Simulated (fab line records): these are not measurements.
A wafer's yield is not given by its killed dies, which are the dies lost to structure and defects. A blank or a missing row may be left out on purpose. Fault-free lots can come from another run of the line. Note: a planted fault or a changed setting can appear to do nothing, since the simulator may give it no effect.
8D (eight disciplines) problem report, filled in by code -- flow gf180mcu -- the parts of the form that need people (team, actions taken, sign-off) are left out

== 1. THE PROBLEM ==
Wafers without a fault read 131.2 s, standard deviation 0.44; run-length-s at GF_STI_ETCH_14 reads a mean of 102.3 s on 2 wafers belonging to 2 lots. That is -66 standard deviations from the usual mean.
The step: etches Si in HBr/Cl2/O2, target depth 360 nm, time 102.9 s.
First seen on wafer L738.3, day 4 10:55, on rie-si-02. Wafers with a number at this step in the record: 40, from 14 lots. Rule for "out", or "out of limits": more than 4 standard deviations from the usual mean. All remaining wafers that have a number are taken as sound.

== 2. WHAT IT IS, WHAT IT ISN'T ==
question,is,is not
which readings at this step,run-length-s,"drypump-motor-current-A, he-backside-leak-sccm, oes-product-au, throttle-valve-pct"
which lots,"L738, L742","L727, L729, L731, L732, L733, L734, L735, L736, L741, L745, L746, L747"
which wafers of those lots,"L738.3, L742.4","L742.5, L742.6"
read on which tools,rie-si-02,rie-si-01
when,from day 4 10:55,"up to then (24 sound wafers); but 14 sound wafers of L741, L742, L745, L746, L747 came after"

== 3. THE SUSPECTS, EACH WITH WHAT RULES IT OUT ==
Counting: any tool at a process step up to the reading remains a suspect provided it ran every lot that is out. Sound lots after the first of them don't rule it out here, since some wafers of a struck lot are sound.
- rie-si-02 at GF_STI_ETCH_14 (etches Si in HBr/Cl2/O2, target depth 360 nm, time 102.9 s): kept. It ran every lot that is out, first L738 (day 4 10:55); its last sound lot up to then is L736 (day 3 23:35). Out on those wafers are its own readings of run-length-s.
- In rie-si-02 at GF_STI_ETCH_14, the wafers that are out were processed in chamber 3 and their sound lot-mates in chambers 0, 1.
Left after counting: rie-si-02 at GF_STI_ETCH_14.

== 4. THE CAUSE (what the simulator had put in) ==
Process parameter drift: rie-si-02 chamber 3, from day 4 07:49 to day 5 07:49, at GF_STI_ETCH_14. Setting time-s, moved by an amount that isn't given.
This tool alone remained once counting was done.

== 5. SEQUENCE OF EFFECTS, ordered by route ==
One row per reading whose mean, taken over the struck wafers that have a number, lies over 3 standard deviations from the usual. Scope: only readings with a usual standard deviation given in the record; hours: median across lots of the time from each lot's start at the first step in this table that gives one to its start at this step; sigmas: change in usual standard deviations.
hours,step,reading,usual,on struck wafers,change,sigmas
0,GF_STI_ETCH_14,run-length-s,131.2 s,102.3,-28.9,-66
0,GF_STI_STRIP_15,oes-product-au,0.386 a.u.,0.403,+0.017,+3.6
0,GF_STI_STRIP_15,strip-time-to-endpoint-s,3.77 s,4.13,+0.36,+6.9
The process steps in it:
- GF_STI_ETCH_14: etches Si in HBr/Cl2/O2, target depth 360 nm, time 102.9 s.
- GF_STI_STRIP_15: strips in O2/N2.
Later steps that measure or inspect, where all struck wafers having a row at the step show a number for every such reading and not one has moved that far: GF_VT_IMPLANT_OVL_MEAS_18, GF_HV_LDD_OVL_MEAS_08, GF_HV_LDD_CD_MEAS_19.

== 6. HOW IT WOULD HAVE BEEN CAUGHT EARLIER ==
The fault began at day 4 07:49; the first out-of-limits reading in this record came at day 4 10:55, 3 hours later.
